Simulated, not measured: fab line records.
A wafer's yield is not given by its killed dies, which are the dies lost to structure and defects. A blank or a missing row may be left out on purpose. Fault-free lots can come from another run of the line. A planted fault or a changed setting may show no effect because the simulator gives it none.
Which of the tools did it? | flow gf180mcu | 21 wafers from 7 lots sampled at 2 of the route's 602 steps

## WHAT EACH GAUGE READ, for each wafer
GF_MVPSD_TW_MEAS_11.
lot  | measured     | on           | MVPSD_TW
L528 | day 5 06:20  | filmMetro-04 | 553 554 554
L530 | day 5 18:36  | filmMetro-04 | 556 555 555
L532 | day 6 06:49  | filmMetro-04 | 553 554 553
L536 | day 7 08:32  | filmMetro-04 | 554 557 553
L542 | day 8 20:28  | filmMetro-04 | 553 552 551
L546 | day 9 19:58  | filmMetro-04 | 611 610 608
L550 | day 10 18:24 | filmMetro-02 | 548 550 550

## WHAT TOOL EACH LOT RAN ON (gives the tool, then ch and the chambers of the sampled wafers, and finally the start)
lot  | GF_MVPSD_IMPLANT_08
L528 | implanter-02 ch 0, day 5 05:59
L530 | implanter-03 ch 0, day 5 18:13
L532 | implanter-01 ch 0, day 6 06:26
L536 | implanter-02 ch 0, day 7 08:08
L542 | implanter-02 ch 0, day 8 20:04
L546 | implanter-03 ch 0, day 9 19:35
L550 | implanter-01 ch 0, day 10 18:00
- GF_MVPSD_IMPLANT_08

## THE ANSWER, worked out from the rows above alone
Rule: the usual values come from the lots themselves. Put in order of their means at a reading, lots are off if they are a third of the lots or fewer, leave a main group of 4 or more, and stand apart from it by a gap of 3 or more times the standard deviation of the main group's means; of several such gaps the widest counts. A main group whose means are all the same, to the digits that the tables above print for the reading, isn't used. A lot without any number at a reading at which 4 lots or more have one is off too. The other lots that the step has rows for count as sound.
Off: L546, at GF_MVPSD_TW_MEAS_11 (MVPSD_TW). For the main group the mean is 553 and the standard deviation 2.
If a tool, at a process step before that reading, ran all the lots that are off and no sound lot after the first of them, it fits. Gauges at GF_MVPSD_TW_MEAS_11: tried the same way as those tools. 2 tools fit, implanter-03 at GF_MVPSD_IMPLANT_08 and filmMetro-04 at GF_MVPSD_TW_MEAS_11, so this cannot tell which one it is.

## WHAT THE SIMULATOR HAD INSERTED
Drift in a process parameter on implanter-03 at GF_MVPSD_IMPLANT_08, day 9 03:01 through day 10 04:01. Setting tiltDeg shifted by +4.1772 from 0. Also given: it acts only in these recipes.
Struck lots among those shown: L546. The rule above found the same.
